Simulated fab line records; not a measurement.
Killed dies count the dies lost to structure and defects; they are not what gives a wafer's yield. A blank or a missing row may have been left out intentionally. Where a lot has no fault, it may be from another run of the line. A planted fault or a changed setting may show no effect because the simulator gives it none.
What tool caused it? -- flow sky130 -- Sampling: 10 lots, 30 wafers, 4 of 708 route steps

## WHAT THE GAUGES READ, wafer by wafer
SKY_VIA3_RS_MEAS_22: a four-point-probe measurement. Usual: VIA3_W_RS typically reads 0.295 ohm/sq, with standard deviation 0.004.
lot,measured,on,VIA3_W_RS (ohm/sq),flag
L409,day 42 18:13,film_metro-01,0.294 0.295 0.295,
L410,day 43 00:15,film_metro-04,0.299 0.302 0.300,
L411,day 43 05:44,film_metro-01,0.296 0.297 0.289,
L413,day 43 18:20,film_metro-02,0.406 0.296 0.296 0.406 0.297 0.296,OFF
L414,day 43 20:44,film_metro-02,0.411 0.295 0.295 0.411 0.295 0.296,OFF
L416,day 44 11:02,film_metro-01,0.411 0.298 0.294 0.410 0.298 0.293,OFF
L424,day 47 00:36,film_metro-04,0.298 0.301 0.301,
L426,day 47 04:49,film_metro-02,0.297 0.301 0.299,
L427,day 47 11:59,film_metro-01,0.300 0.297 0.295,
L428,day 47 15:13,film_metro-02,0.296 0.292 0.294,

SKY_VIA3_THK_MEAS_23: measures by xrf. Usual: VIA3_W_THK typically reads 392 nm, with standard deviation 5.9.
lot,measured,on,VIA3_W_THK (nm),flag
L409,day 42 18:19,film_metro-01,389 387 389,
L410,day 43 00:20,film_metro-04,388 382 386,
L411,day 43 05:51,film_metro-01,392 389 404,
L413,day 43 20:02,film_metro-02,286 390 389 287 389 387,OFF
L414,day 43 23:54,film_metro-02,281 393 387 283 398 393,OFF
L416,day 44 14:04,film_metro-01,279 388 390 279 385 390,OFF
L424,day 47 00:43,film_metro-04,386 385 384,
L426,day 47 04:56,film_metro-02,387 383 384,
L427,day 47 12:06,film_metro-01,386 392 393,
L428,day 47 15:19,film_metro-02,390 394 391,

## WHAT TOOL EACH LOT RAN ON (gives the tool, then ch and the chambers of the sampled wafers, and finally the start)
lot,SKY_VIA3_CMP_02,SKY_VIA3_CVD_21
L409,"cmp-01 ch 0,1,3, day 41 15:45","cvd_w-02 ch 0,1, day 42 18:06"
L410,"cmp-01 ch 0,2,3, day 41 22:24","cvd_w-02 ch 0,1, day 43 00:06"
L411,"cmp-01 ch 0,1,3, day 42 03:57","cvd_w-01 ch 0,1, day 43 05:36"
L413,"cmp-02 ch 0,1,2, day 42 16:27","cvd_w-02 ch 0,1, day 43 18:13"
L414,"cmp-01 ch 1,3, day 42 19:21","cvd_w-02 ch 0,1, day 43 20:36"
L416,"cmp-01 ch 1,2,3, day 43 10:40","cvd_w-02 ch 0,1, day 44 10:55"
L424,"cmp-01 ch 1,2,3, day 46 01:47","cvd_w-02 ch 0, day 47 00:27"
L426,"cmp-02 ch 0,1,3, day 46 05:22","cvd_w-02 ch 0,1, day 47 04:41"
L427,"cmp-02 ch 0,1,3, day 46 13:31","cvd_w-02 ch 0,1, day 47 11:51"
L428,"cmp-01 ch 0,1,2, day 46 16:31","cvd_w-02 ch 0,1, day 47 15:04"
- SKY_VIA3_CMP_02: polishes SiO2.
- SKY_VIA3_CVD_21: deposits W, target thk 390 nm, time 117.31 s.

## WHAT THE TOOLS THEMSELVES READ (means of the sampled wafers that have a number; where no wafer has one, the mark that the record gives instead)
SKY_VIA3_CMP_02. Usual: motor_current_A reads 11.6 A (standard deviation 1.2).
lot,tool,motor_current_A (A),flag
L409,cmp-01,12.2,
L410,cmp-01,11.3,
L411,cmp-01,12.4,
L413,cmp-02,11.2,
L414,cmp-01,13.1,
L416,cmp-01,12.2,
L424,cmp-01,11.9,
L426,cmp-02,11.3,
L427,cmp-02,11.0,
L428,cmp-01,11.3,

SKY_VIA3_CVD_21. Usual: chamber_pressure_Torr 40.00 Torr, standard deviation 0.082; heater_power_w 818 W, standard deviation 79; susceptor_temp_C 399.99 C, standard deviation 0.21.
lot,tool,chamber_pressure_Torr (Torr),heater_power_w (W),susceptor_temp_C (C),flag
L409,cvd_w-02,40.04,845,399.94,
L410,cvd_w-02,39.99,835,400.12,
L411,cvd_w-01,39.90,764,399.97,
L413,cvd_w-02,40.02,875,400.25,
L414,cvd_w-02,39.98,867,399.85,
L416,cvd_w-02,40.07,889,400.14,
L424,cvd_w-02,40.08,912,400.01,
L426,cvd_w-02,40.00,883,399.88,
L427,cvd_w-02,39.98,867,399.83,
L428,cvd_w-02,39.91,858,400.00,

## THE ANSWER, worked out from the rows above alone
Rule: a lot is off if the mean of its wafers that have a number lies more than 3 standard deviations from the usual mean. A lot without any number at a reading at which 4 lots or more have one is off too. All remaining lots with rows at the step are treated as sound. After the gauges, taken in route order, come the tools' own readings; for these a lot's mean is taken, as printed above. At the first step where some lot is off, the reading lying furthest off is the one used; lots without a number count as furthest.
Off: L413, L414, L416, seen at SKY_VIA3_RS_MEAS_22 (VIA3_W_RS).
If a tool, at a process step before that reading, ran all the lots that are off and no sound lot after the first of them, it fits. Gauges at SKY_VIA3_RS_MEAS_22: tried the same way as those tools. Not one of the candidates tried fits.

## WHAT WAS PUT IN BY THE SIMULATOR
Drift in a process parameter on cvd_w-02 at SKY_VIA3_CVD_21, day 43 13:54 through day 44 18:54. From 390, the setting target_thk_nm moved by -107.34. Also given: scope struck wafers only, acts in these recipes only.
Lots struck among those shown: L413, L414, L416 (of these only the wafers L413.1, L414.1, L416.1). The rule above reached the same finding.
